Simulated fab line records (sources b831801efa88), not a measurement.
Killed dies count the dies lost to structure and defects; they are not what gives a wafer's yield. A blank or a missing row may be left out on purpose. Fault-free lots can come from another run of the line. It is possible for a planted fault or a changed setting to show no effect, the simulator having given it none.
2 desks looking at one fault :: flow gf180mcu :: each desk holds nothing but its own numbers, with what lay behind them at the end

THE METROLOGY DESK
Means of the sampled wafers that have a number, per lot and without regard to the tool the lot ran on: this is what the gauges read. If a lot's mean is further than 4 standard deviations from the usual mean, the lot is out of limits and carries the mark OUT (the distance appears in the brackets).
Columns: A = HV_LDD_02_OVL at GF_HV_LDD_OVL_MEAS_32, usual -0.5 nm; B = HV_LDD_CVD_56_THK at GF_HV_LDD_THK_MEAS_57, usual 89.7 nm; C = cdNm at GF_NSD_CD_MEAS_07, usual 399.9 nm
lot: L556
first seen here: day 12 22:30
A: -1.8
B: 89.4
C: 399.8

lot: L558
first seen here: day 13 16:35
A: -1.2
B: 91.2
C: 398.4

lot: L560
first seen here: day 14 05:53
A: 0.8
B: 90.2
C: 400.1

lot: L563
first seen here: day 15 02:35
A: 1.2
B: 90.2
C: 399.4

lot: L564
first seen here: day 15 17:01
A: -1.1
B: 91.2
C: 398.4

lot: L567
first seen here: day 16 13:59
A: -0.9
B: 90.3
C: 399.1

lot: L568
first seen here: day 16 19:38
A: 0.1
B: 88.6
C: 398.7

lot: L569
first seen here: day 17 03:38
A: 0.3
B: 88.6
C: 400.4

lot: L572
first seen here: day 18 03:24
A: 0.3
B: 89.7
C: 403.1

lot: L574
first seen here: day 18 17:36
A: -0.1
B: 89.7
C: 402.2

lot: L575
first seen here: day 18 22:50
A: -0.0
B: 89.3
C: 401.1

lot: L576
first seen here: day 19 07:05
A: -0.1
B: 89.2
C: 403.1

lot: L577
first seen here: day 19 15:23
A: 0.4
B: 90.9
C: 400.2
This desk found nothing out of limits on any of the 13 lots.

THE TOOL OWNER'S DESK: lithoTrack-03
The tool's own readings at GF_HV_LDD_COAT_41 (resist thk 1000 nm): means of the sampled wafers that have a number, for each lot that ran on this tool. If a lot's mean is further than 4 standard deviations from the usual mean, the lot is out of limits and carries the mark OUT (the distance appears in the brackets).
Columns: A = spinSpeedRpm at GF_HV_LDD_COAT_41, usual 3000.6 rpm
lot: L564
first seen here: day 16 04:08
A: 2999.3

lot: L568
first seen here: day 17 08:16
A: 3001.9

lot: L572
first seen here: day 18 15:58
A: 2998.5

lot: L574
first seen here: day 19 06:26
A: 3314.7 (+99 or more) OUT

lot: L576
first seen here: day 19 20:13
A: 3319.4 (+99 or more) OUT
This desk's finding: out of limits on L574, L576; first on L574, day 19 06:26 (spinSpeedRpm at GF_HV_LDD_COAT_41). Within limits: L564, L568, L572.

BROUGHT TOGETHER
An alarm could have come from the tool owner's desk at day 19 06:26, on L574, L576.
Nothing out of limits was seen by the metrology desk.
The metrology desk has L574, L576 on record, within its limits.
On lithoTrack-03, each named lot ran GF_HV_LDD_COAT_41.

WHAT THE SIMULATOR HAD INSERTED
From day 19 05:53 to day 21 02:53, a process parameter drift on lithoTrack-03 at GF_HV_LDD_COAT_41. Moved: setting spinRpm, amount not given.
Shown lots that were struck: L574, L576.
Delay in hours, fault start to first out-of-limits reading, by desk: the tool owner's desk at 1.
